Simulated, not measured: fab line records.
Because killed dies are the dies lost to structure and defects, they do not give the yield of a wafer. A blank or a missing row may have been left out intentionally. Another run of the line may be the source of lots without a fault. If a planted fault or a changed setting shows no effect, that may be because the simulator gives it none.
A struck lot beside a sound one / flow sfqLine / 28 steps out of a route of 325
Sound: these wafers, L820.1, L820.2, L820.3. Struck: wafers L833.1, L833.5. (L833.3 of the same lot was not struck and is left out.) The cause comes at the end.
Each step with rows lists, per side, the tool, then ch with its chambers, then its first start. Under that, the readings that differ: sound wafers / struck wafers / difference of the means / sigmas: that difference in standard deviations of wafers without a fault.
alike: same words and numbers on both sides, and readings whose means sit less than 2 such deviations apart. not compared: any withheld reading, any reading some wafer has no value for, any bound like >300 that may hide the same value, and any number with overlapping values for which the record gives no deviation.
A row with sigmas, a row that says differs or no value, or rows on one side alone: a step with any of these is where the two part. When numbers do not overlap yet have no deviation, they are printed without sigmas and do not part them. Lack of a reading on every wafer of one side parts them only where that side has two or more wafers.

first, 6 steps without rows for these wafers: SFQ_TRILAYER_M0_LITHO_COAT_026 (resist thk 62 nm); SFQ_TRILAYER_M0_LITHO_COAT_021 (resist thk 600 nm); SFQ_TRILAYER_M0_LITHO_SOFTBAKE_025; SFQ_TRILAYER_M0_LITHO_EXPOSE_022 (exposes mask M0, target cd 500 nm); SFQ_TRILAYER_M0_LITHO_PEB_024 (peb time 60 s); SFQ_TRILAYER_M0_LITHO_DEVELOP_023 (time 60 s).
SFQ_M0_OVL_MEAS_906:
  sound on overlay-01 at day 12 02:54; struck on overlay-02 at day 16 09:05
  alike: M0_OVL
SFQ_TRILAYER_M0_BARC_OPEN_METAL_ETCH_031: etches BARC in O2, target depth 125 nm, time 41.7 s.
  sound on rieMetal-02 ch 1, day 12 02:56; struck on rieMetal-04 ch 0, day 16 09:07
  alike: drypumpMotorCurrentA, oesProductAu
  not compared: rfHoursCounterH
SFQ_TRILAYER_M0_ETCH_METAL_ETCH_024: etches Nb in Cl2/Ar, stops on SiO2, target depth 240 nm, time 120 s.
  sound on rieMetal-02 ch 1, day 12 03:04; struck on rieMetal-04 ch 0, day 16 09:10
reading=oesProductAu (a.u.); sound=0.896 0.897 0.904; struck=0.887 0.875; difference=-0.018; sigmas=-2
  alike: drypumpMotorCurrentA
  not compared: rfHoursCounterH
SFQ_TRILAYER_M0_STRIP_STRIP_025: strips in O2.
  sound on rieMetal-02 ch 1, day 12 03:19; struck on rieMetal-04 ch 0, day 16 09:18
  alike: drypumpMotorCurrentA, oesProductAu
  not compared: rfHoursCounterH
then, 1 step without rows for these wafers: SFQ_TRILAYER_M0_STRIP_SOLV_CLEAN_026 (cleans in NMP, time 600 s).
SFQ_TRILAYER_I0_DEP_PECVD_027: deposits SiO2 from SiH4/N2O, time 111.11 s, target thk 500 nm.
  sound on pecvd-04 ch 0,1,2, day 12 04:41; struck on pecvd-02 ch 0, day 16 10:04
  alike: heaterPowerW, showerheadVppV, throttleValvePct
SFQ_TRILAYER_I0_CMP_CMP_028: polishes SiO2.
  sound on cmp-02 ch 0,2,3, day 12 10:20; struck on cmp-02 ch 1,3, day 16 11:09
reading=timeToEndpointS (s); sound=205 223 208; struck=233 244; difference=+26; sigmas=+3
reading=model.SiO2_of_TRILAYER_I0_DEP_PECVD_027.thkNm (nm); sound=199.1 200.2 198.9; struck=188.3 186.5; difference=-12.0; sigmas=
  alike: motorCurrentA
SFQ_I0_BOW_MEAS_907:
  sound on filmMetro-02 at day 12 12:50; struck on filmMetro-02 at day 16 13:09
  alike: I0_BOW
SFQ_TRILAYER_I0_METRO_MEASURE_029:
  sound on filmMetro-02 at day 12 12:58; struck on filmMetro-02 at day 16 13:16
reading=thkNm (nm); sound=199.1 200.2 198.9; struck=188.3 186.5; difference=-12.0; sigmas=-9
then, 6 steps without rows for these wafers: SFQ_TRILAYER_I0_VIA_LITHO_COAT_036 (resist thk 62 nm); SFQ_TRILAYER_I0_VIA_LITHO_COAT_031 (resist thk 650 nm); SFQ_TRILAYER_I0_VIA_LITHO_SOFTBAKE_035; SFQ_TRILAYER_I0_VIA_LITHO_EXPOSE_032 (exposes mask I0, target cd 500 nm); SFQ_TRILAYER_I0_VIA_LITHO_PEB_034 (peb time 60 s); SFQ_TRILAYER_I0_VIA_LITHO_DEVELOP_033 (time 60 s).
-- the record jumps here: 6 days lie between the struck wafers' starts before and after --
SFQ_I0_OVL_MEAS_908:
  sound on overlay-02 at day 17 14:06; struck on overlay-01 at day 22 19:05
  alike: I0_OVL
then, 1 step without rows for these wafers: SFQ_TRILAYER_I0_VIA_BARC_OPEN_VIA_ETCH_046 (etches BARC in O2, target depth 125 nm, time 41.7 s).
SFQ_TRILAYER_I0_VIA_ETCH_VIA_ETCH_034: etches SiO2 in CHF3, stops on Nb, target depth 260 nm.
  sound on rieDiel-03 ch 0,1,3, day 17 14:11; struck on rieDiel-03 ch 0,1, day 22 19:09
reading=oesProductAu (a.u.); sound=0.853 0.857 0.853; struck=0.825 0.828; difference=-0.028; sigmas=-5
reading=model.etch.depthNm (nm); sound=199.1 200.2 198.9; struck=188.3 186.5; difference=-12.0; sigmas=
reading=model.I0.featureDepthNm (nm); sound=199.1 200.2 198.9; struck=188.3 186.5; difference=-12.0; sigmas=
  alike: drypumpMotorCurrentA
then, 2 steps without rows for these wafers: SFQ_TRILAYER_I0_VIA_STRIP_STRIP_035 (strips in O2); SFQ_TRILAYER_I0_VIA_STRIP_SOLV_CLEAN_036 (cleans in NMP, time 600 s).
SFQ_TRILAYER_M1_DEP_PRE_CLEAN_038: time 22.5 s.
  sound on pvdSputter-04 at day 17 15:04; struck on pvdSputter-04 at day 22 20:14
reading=model.SiO2_of_TRILAYER_I0_DEP_PECVD_027.thkNm (nm); sound=191.6 192.7 191.4; struck=180.8 179; difference=-12.0; sigmas=
SFQ_TRILAYER_M1_DEP_SPUTTER_037: material Nb, target thk 200 nm, time 133.3 s.
  sound on pvdSputter-04 at day 17 15:06; struck on pvdSputter-04 at day 22 20:16
  alike: throttleValvePct

WHERE THEY PART
First at SFQ_TRILAYER_M0_ETCH_METAL_ETCH_024; last, within this record, at SFQ_TRILAYER_I0_VIA_ETCH_VIA_ETCH_034. Later steps at which nothing parts them and some readings are alike: SFQ_TRILAYER_M1_DEP_SPUTTER_037.

WHY: what had been put in by the simulator
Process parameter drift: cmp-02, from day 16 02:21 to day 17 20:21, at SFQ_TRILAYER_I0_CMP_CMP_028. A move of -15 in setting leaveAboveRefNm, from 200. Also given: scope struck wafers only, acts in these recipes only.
